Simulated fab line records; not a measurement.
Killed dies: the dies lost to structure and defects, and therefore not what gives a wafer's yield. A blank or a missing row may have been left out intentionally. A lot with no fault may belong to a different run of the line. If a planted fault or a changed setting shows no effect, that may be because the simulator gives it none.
Chamber matching ; flow gf180mcu ; 3 sister chambers for GF_PASSIVATION_CVD_02 on pecvd-01
The step deposits Si3N4, target thk 700 nm, time 486.18 s. 16 wafers are shown with their chamber, then 8 later ones without.

== WAFERS WITH THEIR CHAMBER ==
wafer;chamber;heater-power-w (W)
L075.1;0;789
L075.2;2;710
L075.3;1;680
L075.4;1;706
L075.5;2;560
L075.6;0;809
L084.1;2;597
L084.2;0;733
L084.3;1;651
L084.4;2;632
L084.5;0;778
L084.6;1;677
L085.3;2;600
L085.5;2;643
L085.6;1;581
L093.2;2;629

SIGNATURES, as means of the wafers listed above
reading;chamber 0;chamber 1;chamber 2;scatter within a chamber
heater-power-w;777.25;659.00;624.43;44.3
Rule: a wafer's distance from a chamber is the root of the sum, over the readings, of the square of ((its reading less the chamber's mean) divided by the reading's scatter). If the next closest chamber is less than 2 further off than the closest, the wafer can't be placed; otherwise it belongs to the closest. The scatter: take each reading less its chamber's mean, square it, sum over the shown wafers, divide by the number of wafers less the number of chambers, and take the root.

== WAFERS WITH NO CHAMBER GIVEN ==
wafer;heater-power-w (W)
L093.5;663
L093.6;705
L095.1;752
L095.2;611
L095.3;684
L095.4;667
L095.5;688
L095.6;766

== WHICH CHAMBER EACH ONE RAN IN ==
wafer;from the rows above;in truth
L093.5;can't be placed: 1 or 2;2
L093.6;can't be placed: 1 or 0 or 2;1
L095.1;can't be placed: 0 or 1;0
L095.2;can't be placed: 2 or 1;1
L095.3;can't be placed: 1 or 2 or 0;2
L095.4;can't be placed: 1 or 2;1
L095.5;can't be placed: 1 or 2 or 0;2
L095.6;0;0
1 of 8 placed correctly. These rows do not allow placing 7 (true chamber among the candidates in 7). Number placed wrongly: 0.
